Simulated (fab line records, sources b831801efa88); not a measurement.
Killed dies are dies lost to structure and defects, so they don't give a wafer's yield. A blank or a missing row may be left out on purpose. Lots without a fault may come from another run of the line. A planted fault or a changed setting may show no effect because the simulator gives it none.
Which tool did it? | flow gf180mcu | 11 lots, 33 wafers sampled, at 5 steps of a route of 602

WHAT THE GAUGES READ, wafer by wafer
GF_NSD_CD_MEAS_07: target cd 400 nm. Usual: cd_nm 399.3 nm, standard deviation 2.1.
lot  | measured     | on        | cd_nm (nm)        | flag
L253 | day 13 16:26 | cd_sem-01 | 398.5 400.0 399.5 |
L254 | day 13 23:33 | cd_sem-01 | 397.6 399.2 399.5 |
L255 | day 14 09:04 | cd_sem-01 | 399.0 397.7 399.5 |
L256 | day 14 15:47 | cd_sem-02 | 398.2 395.0 397.2 |
L258 | day 15 07:35 | cd_sem-01 | 397.7 400.6 400.0 |
L260 | day 16 02:41 | cd_sem-02 | 401.1 399.0 398.8 |
L266 | day 18 06:46 | cd_sem-01 | 402.0 402.6 401.0 |
L272 | day 20 04:48 | cd_sem-01 | 398.4 400.4 400.7 |
L273 | day 20 12:44 | cd_sem-01 | 396.2 394.6 394.9 |
L274 | day 20 20:41 | cd_sem-01 | 400.2 399.0 400.1 |
L275 | day 21 08:10 | cd_sem-01 | 397.7 398.4 399.5 |

GF_NSD_TW_MEAS_12. Usual: NSD_TW 4227, standard deviation 48.
lot  | measured     | on            | NSD_TW         | flag
L253 | day 13 16:59 | film_metro-01 | 4225 4225 4217 |
L254 | day 14 00:05 | film_metro-03 | 4312 4322 4315 |
L255 | day 14 09:36 | film_metro-01 | 4238 4246 4232 |
L256 | day 14 16:19 | film_metro-01 | 4222 4207 4238 |
L258 | day 15 08:08 | film_metro-03 | 4277 4257 4281 |
L260 | day 16 03:14 | film_metro-01 | 4224 4225 4235 |
L266 | day 18 07:19 | film_metro-02 | 4182 4166 4194 |
L272 | day 20 05:20 | film_metro-01 | 4029 4031 4031 | OFF
L273 | day 20 13:18 | film_metro-03 | 4048 4032 4050 | OFF
L274 | day 20 21:13 | film_metro-02 | 3913 3929 3949 | OFF
L275 | day 21 08:43 | film_metro-02 | 4150 4160 4178 |

GF_PSD_RS_MEAS_14: measures by four-point-probe. Usual: NSD_RS 46.15 ohm/sq, standard deviation 0.08.
lot  | measured     | on            | NSD_RS (ohm/sq)   | flag
L253 | day 14 13:41 | film_metro-02 | 46.11 46.13 46.19 |
L254 | day 14 20:51 | film_metro-01 | 46.25 46.23 46.23 |
L255 | day 15 07:18 | film_metro-02 | 46.04 46.11 46.20 |
L256 | day 15 14:08 | film_metro-02 | 46.12 46.06 46.22 |
L258 | day 16 06:05 | film_metro-03 | 46.02 46.17 46.12 |
L260 | day 17 02:06 | film_metro-03 | 46.15 46.13 46.17 |
L266 | day 19 08:01 | film_metro-01 | 46.01 46.16 46.26 |
L272 | day 21 05:19 | film_metro-02 | 50.36 50.43 50.41 | OFF
L273 | day 21 13:43 | film_metro-02 | 50.48 50.51 50.47 | OFF
L274 | day 21 21:50 | film_metro-02 | 50.42 50.44 50.31 | OFF
L275 | day 22 08:31 | film_metro-01 | 46.16 46.12 46.17 |

WHICH TOOL RAN EACH LOT (tool, then ch and the chambers of the sampled wafers, then the start)
lot  | GF_NSD_IMPLANT_09               | GF_NSD_STRIP_11
L253 | implanter-03 ch 0, day 13 16:35 | plasma_asher-02 ch 0,1, day 13 16:53
L254 | implanter-03 ch 0, day 13 23:43 | plasma_asher-01 ch 0,1, day 13 23:59
L255 | implanter-03 ch 0, day 14 09:14 | plasma_asher-01 ch 0,1, day 14 09:31
L256 | implanter-02 ch 0, day 14 15:56 | plasma_asher-02 ch 0,1, day 14 16:13
L258 | implanter-02 ch 0, day 15 07:44 | plasma_asher-01 ch 1, day 15 08:02
L260 | implanter-03 ch 0, day 16 02:50 | plasma_asher-04 ch 0,1, day 16 03:07
L266 | implanter-02 ch 0, day 18 06:55 | plasma_asher-04 ch 0,1, day 18 07:13
L272 | implanter-03 ch 0, day 20 04:58 | plasma_asher-02 ch 0,1, day 20 05:15
L273 | implanter-03 ch 0, day 20 12:54 | plasma_asher-02 ch 0,1, day 20 13:12
L274 | implanter-03 ch 0, day 20 20:50 | plasma_asher-04 ch 0,1, day 20 21:07
L275 | implanter-01 ch 0, day 21 08:19 | plasma_asher-02 ch 0,1, day 21 08:37
- GF_NSD_IMPLANT_09
- GF_NSD_STRIP_11: strips in O2/N2.

WHAT THE TOOLS THEMSELVES READ (means of the sampled wafers that have a number; where no wafer has one, the mark that the record gives instead)
GF_NSD_IMPLANT_09. Usual: beam_energy_keV 60.001, standard deviation 0.016; end_station_pressure_torr 1.42e-05 Torr, standard deviation 1.6e-06.
lot  | tool         | beam_energy_keV | end_station_pressure_torr (Torr) | flag
L253 | implanter-03 | 59.993          | 1.56e-05                         |
L254 | implanter-03 | 60.001          | 1.55e-05                         |
L255 | implanter-03 | 60.005          | 1.52e-05                         |
L256 | implanter-02 | 60.025          | 1.37e-05                         |
L258 | implanter-02 | 59.987          | 1.46e-05                         |
L260 | implanter-03 | 60.007          | 1.53e-05                         |
L266 | implanter-02 | 59.984          | 1.38e-05                         |
L272 | implanter-03 | 44.727          | 1.44e-05                         | OFF
L273 | implanter-03 | 44.733          | 1.57e-05                         | OFF
L274 | implanter-03 | 44.746          | 1.55e-05                         | OFF
L275 | implanter-01 | 59.991          | 1.20e-05                         |

GF_NSD_STRIP_11. Usual: drypump_motor_current_A 5.8 A, standard deviation 0.63; heater_power_w 364 W, standard deviation 57; n2_flow_sccm 300.0 sccm, standard deviation 0.82; oes_product_au 0.487 a.u., standard deviation 0.0045; strip_time_to_endpoint_s 22.98 s, standard deviation 0.037.
lot  | tool            | drypump_motor_current_A (A) | heater_power_w (W) | n2_flow_sccm (sccm) | oes_product_au (a.u.) | strip_time_to_endpoint_s (s) | flag
L253 | plasma_asher-02 | 5.2                         | 417                | 299.3               | 0.492                 | 23.03                        |
L254 | plasma_asher-01 | 6.6                         | 350                | 299.8               | 0.491                 | 22.97                        |
L255 | plasma_asher-01 | 6.4                         | 382                | 299.4               | 0.483                 | 23.02                        |
L256 | plasma_asher-02 | 5.7                         | 381                | 300.4               | 0.487                 | 22.99                        |
L258 | plasma_asher-01 | 6.2                         | 404                | 301.2               | 0.487                 | 22.95                        |
L260 | plasma_asher-04 | 5.5                         | 321                | 300.3               | 0.491                 | 22.93                        |
L266 | plasma_asher-04 | 5.5                         | 319                | 301.2               | 0.484                 | 22.98                        |
L272 | plasma_asher-02 | 5.7                         | 369                | 299.8               | 0.507                 | 21.00                        | OFF
L273 | plasma_asher-02 | 5.2                         | 414                | 299.5               | 0.511                 | 20.99                        | OFF
L274 | plasma_asher-04 | 5.7                         | 302                | 300.4               | 0.509                 | 20.96                        | OFF
L275 | plasma_asher-02 | 5.2                         | 413                | 300.1               | 0.488                 | 22.93                        |

THE ANSWER, worked out from the rows above alone
Rule: a lot is off if the mean of its wafers that have a number lies more than 3 standard deviations from the usual mean. A lot without any number at a reading at which 4 lots or more have one is off too. The other lots that the step has rows for count as sound. The gauges are gone through in route order, then the tools' own readings, and for those a lot's mean is taken as printed above. The first step at which some lot is off is used, and at that step the reading that is off furthest; a lot without a number counts as furthest.
Off: L272, L273, L274, at GF_NSD_TW_MEAS_12 (NSD_TW).
A tool fits if, at a process step before that reading, it ran every lot that is off, and no sound lot after the first of them. The gauges at GF_NSD_TW_MEAS_12 aren't tried: what is off there is off at GF_NSD_IMPLANT_09 too, on other tools, and a gauge's error can't cause that. One fits: implanter-03 at GF_NSD_IMPLANT_09. Its last sound lot is L260 (day 16 02:50), its first lot that is off L272 (day 20 04:58): a fault that began between those two fits.
The tool's own readings at GF_NSD_IMPLANT_09 bear it out: on the lots that are off they differ by more than 5 times the standard deviation of the sound lots' means. beam_energy_keV reads 44.735 there against 59.999 on the sound lots.

WHAT THE SIMULATOR HAD PUT IN
Process parameter drift: implanter-03, from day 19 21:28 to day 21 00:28, at GF_NSD_IMPLANT_09. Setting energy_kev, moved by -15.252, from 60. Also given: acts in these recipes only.
Lots struck among those shown: L272, L273, L274. The rule above found the same.
